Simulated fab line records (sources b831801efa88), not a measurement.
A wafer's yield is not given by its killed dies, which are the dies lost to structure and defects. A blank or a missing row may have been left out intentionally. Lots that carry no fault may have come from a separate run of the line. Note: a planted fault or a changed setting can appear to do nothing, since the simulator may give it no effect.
Split-lot trial | flow sky130 | 5 lots, 23 wafers read, on a route of 708 steps

## THE SPLIT
At SKY_METAL2_SPUTTER_02 (material AlCu, target thk 250 nm, time 13.3 s), the setting power w was moved away from the recipe's 10600 W on 8 of the 23 wafers read, by -6.6% to +10.5%. For the rest of the wafers, this setting stayed at what the recipe calls for.

## FROM THE SPLIT TO THE READING: what the file shows between them, 3 steps
- SKY_METAL2_SPUTTER_03: material Ti, target thk 5 nm, time 3.3 s
- SKY_METAL2_SPUTTER_04: material TiN, target thk 70 nm, time 58.3 s
- SKY_METAL2_RS_MEAS_05: measures by four-point-probe

## THE READING
METAL2_ALCU_THK, in nm, at SKY_METAL2_THK_MEAS_06 (measures by xrf). Typical for fault-free wafers on this fab line: 250.0 nm, with standard deviation 2.9 nm.

wafer  | tool, chamber at the split | power w as run, W | against the recipe | METAL2_ALCU_THK, nm | against lot-mates on the recipe
L074.1 | pvd sputter-02, -          | 10600             | recipe             | 253.5               | -
L074.2 | pvd sputter-02, -          | 10600             | recipe             | 250.8               | -
L074.3 | pvd sputter-02, -          | 9899              | -6.6%              | 230.2               | -21.5
L074.4 | pvd sputter-02, -          | 10600             | recipe             | 250.8               | -
L074.5 | pvd sputter-02, -          | 9899              | -6.6%              | 232.9               | -18.8
L076.1 | pvd sputter-01, -          | 10600             | recipe             | 246.4               | -
L076.2 | pvd sputter-01, -          | 10600             | recipe             | 252.2               | -
L076.3 | pvd sputter-01, -          | 10600             | recipe             | 250.6               | -
L076.5 | pvd sputter-01, -          | 10600             | recipe             | 248.9               | -
L076.6 | pvd sputter-01, -          | 10600             | recipe             | 245.7               | -
L079.1 | pvd sputter-02, -          | 10600             | recipe             | 247.6               | -
L079.3 | pvd sputter-02, -          | 10600             | recipe             | 247.9               | -
L079.5 | pvd sputter-02, -          | 10600             | recipe             | 246.2               | -
L082.1 | pvd sputter-04, -          | 10600             | recipe             | 249.1               | -
L082.2 | pvd sputter-04, -          | 11660             | +10.0%             | 276.2               | +27.7
L082.4 | pvd sputter-04, -          | 11660             | +10.0%             | 275.2               | +26.7
L082.5 | pvd sputter-04, -          | 10600             | recipe             | 247.9               | -
L082.6 | pvd sputter-04, -          | 11660             | +10.0%             | 276.2               | +27.7
L084.1 | pvd sputter-02, -          | 10600             | recipe             | 253.8               | -
L084.2 | pvd sputter-02, -          | 11710             | +10.5%             | 283.2               | +28.7
L084.4 | pvd sputter-02, -          | 11710             | +10.5%             | 277.6               | +23.1
L084.5 | pvd sputter-02, -          | 10600             | recipe             | 255.2               | -
L084.6 | pvd sputter-02, -          | 11710             | +10.5%             | 281.9               | +27.4

FIT RESULTS
A straight line over all 23 wafers: METAL2_ALCU_THK changes by +2.79 nm for each +1% of power w; r = +0.98; the points scatter about the line by 2.8 nm.
The same after taking each lot's own level away (the mean of its wafers on the recipe; 23 wafers): +2.7 nm for each +1%; r = +0.99; scatter 1.9 nm.
On that fit, the largest move of power w shifts the reading by 28 nm.
Measured against the standard deviation above, the lots' own levels, which go from 247.23 to 254.50 nm, span 2.5 times it.
The two slopes are in agreement: the lot-to-lot level therefore moves the slope only a little.
Check: with one of the wafers moved furthest among these (+10.5%) left out of the fit, the line predicts +27.7 nm for it against its lot-mates. Against them it came out at +28.7 nm.

## THE WHOLE CHAIN: every reading that the file lists as answering this split, in the file's order
step                   | what it does                                  | reading                                                                           | change (the file's fit)              | r (the file's)
SKY_METAL2_SPUTTER_02  | material AlCu, target thk 250 nm, time 13.3 s | AlCu_of_METAL2_SPUTTER_02.thk nm (the simulator's own value, which no gauge read) | +2.65 nm for each +1% of the setting | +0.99
SKY_METAL2_RS_MEAS_05  | measures by four-point-probe                  | METAL2_ALCU_RS                                                                    | -0.00127 for each +1% of the setting | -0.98
SKY_METAL2_THK_MEAS_06 | measures by xrf                               | METAL2_ALCU_THK                                                                   | +2.69 for each +1% of the setting    | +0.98

## FILE'S OWN FIT
METAL2_ALCU_THK changes by +2.69 nm for each +1% of power w, r = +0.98.
